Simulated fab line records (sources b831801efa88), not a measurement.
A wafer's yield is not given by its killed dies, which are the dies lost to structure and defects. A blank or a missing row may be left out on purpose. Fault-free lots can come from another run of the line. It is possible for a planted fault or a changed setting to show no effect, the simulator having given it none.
Lot-split experiment | flow gf180mcu | 23 wafers read across 5 lots, on a route 602 steps long

== ABOUT THE SPLIT ==
At GF_M1_SPUTTER_00 (material Ti, target thk 37.5 nm, time 150 s), the setting power-w was moved away from the recipe's 4000 W on 7 of the 23 wafers read, by -7.8% to +7.5%. The other wafers ran this setting at the recipe's value.

The reading is taken at the split's own step.

== THE READING ==
Ti_of_M1_SPUTTER_00.thk-nm (the simulator's own value, which no gauge read), in nm, at GF_M1_SPUTTER_00 (material Ti, target thk 37.5 nm, time 150 s). The file gives no usual value for it. Across the 16 wafers here that went through the recipe, the average is 37.85 nm and the standard deviation 0.37 nm.

wafer  | tool, chamber at the split | power-w as run, W | against the recipe | Ti_of_M1_SPUTTER_00.thk-nm, nm | against lot-mates on the recipe
L074.2 | pvd-sputter-03, -          | 4000              | recipe             | 38.15                          | -
L074.3 | pvd-sputter-03, -          | 4302              | +7.5%              | 40.67                          | +2.44
L074.4 | pvd-sputter-03, -          | 4000              | recipe             | 38.31                          | -
L074.5 | pvd-sputter-03, -          | 4302              | +7.5%              | 41.01                          | +2.78
L074.6 | pvd-sputter-03, -          | 4302              | +7.5%              | 41.16                          | +2.93
L075.1 | pvd-sputter-02, -          | 4000              | recipe             | 37.86                          | -
L075.2 | pvd-sputter-02, -          | 3688              | -7.8%              | 34.42                          | -3.33
L075.3 | pvd-sputter-02, -          | 4000              | recipe             | 37.25                          | -
L075.4 | pvd-sputter-02, -          | 4000              | recipe             | 38.15                          | -
L075.5 | pvd-sputter-02, -          | 3688              | -7.8%              | 34.27                          | -3.48
L076.2 | pvd-sputter-02, -          | 4000              | recipe             | 37.68                          | -
L076.5 | pvd-sputter-02, -          | 4000              | recipe             | 37.1                           | -
L076.6 | pvd-sputter-02, -          | 4000              | recipe             | 37.62                          | -
L080.1 | pvd-sputter-03, -          | 4000              | recipe             | 37.87                          | -
L080.2 | pvd-sputter-03, -          | 4000              | recipe             | 38.02                          | -
L080.3 | pvd-sputter-03, -          | 3749              | -6.3%              | 35.3                           | -2.44
L080.4 | pvd-sputter-03, -          | 4000              | recipe             | 37.34                          | -
L080.5 | pvd-sputter-03, -          | 3749              | -6.3%              | 35.63                          | -2.11
L085.1 | pvd-sputter-02, -          | 4000              | recipe             | 38.05                          | -
L085.2 | pvd-sputter-02, -          | 4000              | recipe             | 37.81                          | -
L085.4 | pvd-sputter-02, -          | 4000              | recipe             | 38.16                          | -
L085.5 | pvd-sputter-02, -          | 4000              | recipe             | 38.47                          | -
L085.6 | pvd-sputter-02, -          | 4000              | recipe             | 37.76                          | -

FIT RESULTS
A straight line over all 23 wafers: Ti_of_M1_SPUTTER_00.thk-nm changes by +0.416 nm for each +1% of power-w; r = +0.98; the points scatter about the line by 0.36 nm.
The same after taking each lot's own level away (the mean of its wafers on the recipe; 23 wafers): +0.385 nm for each +1%; r = +0.98; scatter 0.3 nm.
That fit puts the effect of the largest move of power-w on the reading at 3 nm.
From 37.467 to 38.230 nm: that is the span of the lots' own levels, equal to 2.1 times the standard deviation above.
The two slopes are in agreement: the lot-to-lot level therefore moves the slope only a little.
Check: for one of the wafers moved furthest among these (-7.8%), held out of the fit, the line's prediction against its lot-mates is -2.98 nm. It came out at -3.33 nm against them.

== FURTHER SPLITS ON THESE WAFERS ==
Other splits were also applied to these wafers ahead of the reading. Each is held against what the fit with the lots' levels taken away leaves over:
other split on the same wafers   | wafers away from the commonest value | r with Ti_of_M1_SPUTTER_00.thk-nm (lot level and that fit taken away)
GF_PSD_COAT_02 resist-thk-nm     | 4                                    | +0.33
GF_PSD_STRIP_10 o2-flow-sccm     | 8                                    | +0.02
GF_SAB_SOFTBAKE_05 temp-c        | 9                                    | -0.05
GF_SAB_DEVELOP_08 develop-time-s | 3                                    | -0.39
GF_CONTACT_CVD_00 sih4-flow-sccm | 8                                    | -0.17

== THE FILE'S OWN FIT ==
Ti_of_M1_SPUTTER_00.thk-nm changes by +0.391 nm for each +1% of power-w, r = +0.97.
